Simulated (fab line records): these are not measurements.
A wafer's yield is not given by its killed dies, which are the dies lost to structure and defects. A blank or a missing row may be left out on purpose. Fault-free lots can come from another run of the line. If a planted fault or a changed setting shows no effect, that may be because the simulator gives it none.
Comparing a struck lot with a sound one    flow gf180mcu    16 steps out of a route of 602
Sound: wafers L480.3, L480.4, L480.5. Struck: wafer L486.1. (L486.2, L486.3 of the same lot were not struck and are left out.) The cause comes at the end.
Order at every step that has rows: each side's tool, ch and its chambers, its first start. Under that, the readings that differ: sound wafers    struck wafers    difference of the means    sigmas: that difference in standard deviations of wafers without a fault.
alike: readings whose means differ by less than 2 such deviations, and words and numbers that are the same on both sides. not compared: withheld readings, readings that some wafer has no value for, bounds like >300 that may hide the same value, and numbers for which the record gives no deviation and whose values overlap.
The two part at a step that has a row with sigmas, a row that says differs or no value, or rows on one side only. When numbers do not overlap yet have no deviation, they are printed without sigmas and do not part them. A reading missing from all wafers of one side parts the sides only when that side holds two or more wafers.

first, 1 step without rows for these wafers: GF_STI_OXIDATION_01 (stabilise 600 s, purge 300 s, target thk 10 nm).
GF_STI_THK_MEAS_02:
  sound on film_metro-01 at day 2 12:32; struck on film_metro-02 at day 3 18:31
  alike: STI_OXIDATION_THK
then, 1 step without rows for these wafers: GF_STI_CVD_03 (deposits Si3N4 from DCS/NH3, target thk 207.16 nm, time 3551 s).
GF_STI_THK_MEAS_04:
  sound on film_metro-01 at day 2 14:35; struck on film_metro-02 at day 3 20:34
  alike: STI_CVD_03_THK
then, 7 steps without rows for these wafers: GF_STI_DEHYDRATE_05 (time 60 s); GF_STI_HMDS_06 (prime time 60 s); GF_STI_COAT_07 (resist thk 700 nm); GF_STI_SOFTBAKE_08 (time 60 s); GF_STI_EXPOSE_09 (exposes mask COMP, target cd 220 nm); GF_STI_PEB_10 (peb time 90 s); GF_STI_DEVELOP_11 (develop time 60 s).
GF_STI_CD_MEAS_12 targets a cd of 220 nm.
  sound on cd_sem-01 at day 3 02:40; struck on cd_sem-02 at day 4 09:18
  alike: cd_nm
GF_STI_ETCH_13: etches the open film in CHF3/O2, stops on Si, target depth 282.31 nm, time 112.9 s.
  sound on rie_diel-02 ch 0,1, day 3 02:45; struck on rie_diel-01 ch 3, day 4 09:25
reading                               sound              struck  difference  sigmas
oes_product_au (a.u.)                 0.836 0.832 0.825  0.790   -0.041      -6
run_length_s (s)                      141.5 141.6 141.6  153.5   +11.9       +27
model.KrF_of_STI_COAT_07.thk_nm (nm)  437.9 436.6 436.4  410.8   -26.2       
  alike: drypump_motor_current_A, throttle_valve_pct
  not compared: rf_hours_counter_h
GF_STI_ETCH_14: etches Si in HBr/Cl2/O2, target depth 360 nm, time 102.9 s.
  sound on rie_si-01 ch 1,2, day 3 02:50; struck on rie_si-02 ch 3, day 4 09:30
reading                               sound              struck  difference  sigmas
drypump_motor_current_A (A)           6.1 5.8 6.2        5.3     -0.7        -2
model.KrF_of_STI_COAT_07.thk_nm (nm)  318.9 316.2 317.4  291.9   -25.6       
  alike: he_backside_leak_sccm, oes_product_au, run_length_s, throttle_valve_pct
  not compared: rf_hours_counter_h
GF_STI_STRIP_15: strips in O2/N2.
  sound on plasma_asher-04 ch 0,1, day 3 02:56; struck on plasma_asher-03 ch 1, day 4 09:34
reading                       sound              struck  difference                    sigmas
drypump_motor_current_A (A)   5.9 5.1 5.1        6.7     +1.3                          +2
oes_product_au (a.u.)         0.391 0.383 0.385  0.371   -0.015                        -3
rf_hours_counter_h (h)        - - -              38      no value on the sound wafers  
strip_time_to_endpoint_s (s)  3.73 3.68 3.70     3.44    -0.26                         -7
  alike: heater_power_w
then, 1 step without rows for these wafers: GF_STI_CLEAN_16 (cleans in dHF, time 25 s).

WHERE THEY PART
First at GF_STI_ETCH_13; last, within this record, at GF_STI_STRIP_15.

WHY: what had been put in by the simulator
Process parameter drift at GF_STI_ETCH_13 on rie_diel-01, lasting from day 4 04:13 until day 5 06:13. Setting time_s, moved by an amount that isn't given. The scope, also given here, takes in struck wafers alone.
